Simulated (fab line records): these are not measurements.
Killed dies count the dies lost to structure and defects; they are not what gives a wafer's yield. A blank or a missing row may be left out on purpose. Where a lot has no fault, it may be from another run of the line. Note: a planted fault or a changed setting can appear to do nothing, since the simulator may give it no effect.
A struck lot beside a sound one -- flow gf180mcu -- 16 out of 602 route steps
Sound: wafers L193.4, L193.5, L193.6. Wafers struck: L197.1, L197.3, L197.6. The cause is named last.
Order at every step that has rows: each side's tool, ch and its chambers, its first start. Under that, the readings that differ: sound wafers -- struck wafers -- difference of the means -- sigmas: that difference in standard deviations of wafers without a fault.
alike: a reading whose means differ by less than 2 such deviations, as well as words and numbers matching on both sides. not compared: withheld readings; readings where some wafer has no value; bounds like >300 that might hide an equal value; numbers whose values overlap and for which the record gives no deviation.
Wherever a step has rows on one side only, a row that says differs or no value, or a row with sigmas, the two part there. Numbers that have no deviation but don't overlap get no sigmas and don't part them. Lack of a reading on every wafer of one side parts them only where that side has two or more wafers.

GF_HV_LDD_RS_MEAS_53: uses a four-point probe to measure.
  sound on film metro-01, day 16 03:52; struck on film metro-04, day 17 07:04
  alike: HV_LDD_RS
then, 1 step without rows for these wafers: GF_HV_LDD_CVD_54 (deposits SiO2 from TEOS, target thk 10 nm, time 75 s).
GF_HV_LDD_THK_MEAS_55:
  sound on film metro-01, day 16 04:59; struck on film metro-03, day 17 08:13
  alike: HV_LDD_CVD_54_THK
then, 1 step without rows for these wafers: GF_HV_LDD_CVD_56 (deposits Si3N4 from DCS/NH3, target thk 90 nm, time 1543 s).
GF_HV_LDD_THK_MEAS_57:
  sound on film metro-03, day 16 06:28; struck on film metro-04, day 17 09:42
reading,sound,struck,difference,sigmas
HV_LDD_CVD_56_THK (nm),87.3 88.0 87.3,90.3 90.7 90.8,+3.1,+3
GF_HV_LDD_ETCHBACK_58: etches Si3N4 in CH3F/O2, stops on SiO2, time 100 s, target depth 90 nm.
  sound on rie diel-02 ch 2,3, day 16 06:29; struck on rie diel-03 ch 1,2, day 17 09:46
reading,sound,struck,difference,sigmas
oes product au (a.u.),0.819 0.837 0.826,0.855 0.840 0.846,+0.020,+3
  alike: ch3f flow sccm, drypump motor current A, rf fwd power W, throttle valve pct
  not compared: rf hours counter h
then, 6 steps without rows for these wafers: GF_NSD_DEHYDRATE_00 (time 60 s); GF_NSD_HMDS_01 (prime time 60 s); GF_NSD_COAT_02 (resist thk 1000 nm); GF_NSD_SOFTBAKE_03 (time 60 s); GF_NSD_EXPOSE_04 (exposes mask Nplus, target cd 400 nm); GF_NSD_PEB_05.
GF_NSD_DEVELOP_06: develop time 60 s.
  sound on litho track-03 ch 0, day 17 04:50; struck on litho track-03 ch 0, day 18 08:55
GF_NSD_CD_MEAS_07 targets a cd of 400 nm.
  sound on cd sem-01, day 17 04:58; struck on cd sem-01, day 18 09:04
reading,sound,struck,difference,sigmas
cd nm (nm),394.6 396.0 398.6,293.8 293.6 294.7,-102.4,-38
GF_NSD_OVL_MEAS_08:
  sound on overlay-02, day 17 05:03; struck on overlay-01, day 18 09:11
  alike: NSD_OVL
-- the record jumps here: 15 days lie between the struck wafers' starts before and after (it left off in module NSD and takes up again in module PASSIVATION, whose first step shown is number 602 of the route) --
GF_PASSIVATION_PROBE_99:
  rows exist in the record for the struck wafers here (prober-02, day 33 07:55), but not for the sound ones

== WHERE THEY PART ==
Last at GF_PASSIVATION_PROBE_99 as far as this record goes, first at GF_HV_LDD_THK_MEAS_57.

WHY: the cause the simulator had injected
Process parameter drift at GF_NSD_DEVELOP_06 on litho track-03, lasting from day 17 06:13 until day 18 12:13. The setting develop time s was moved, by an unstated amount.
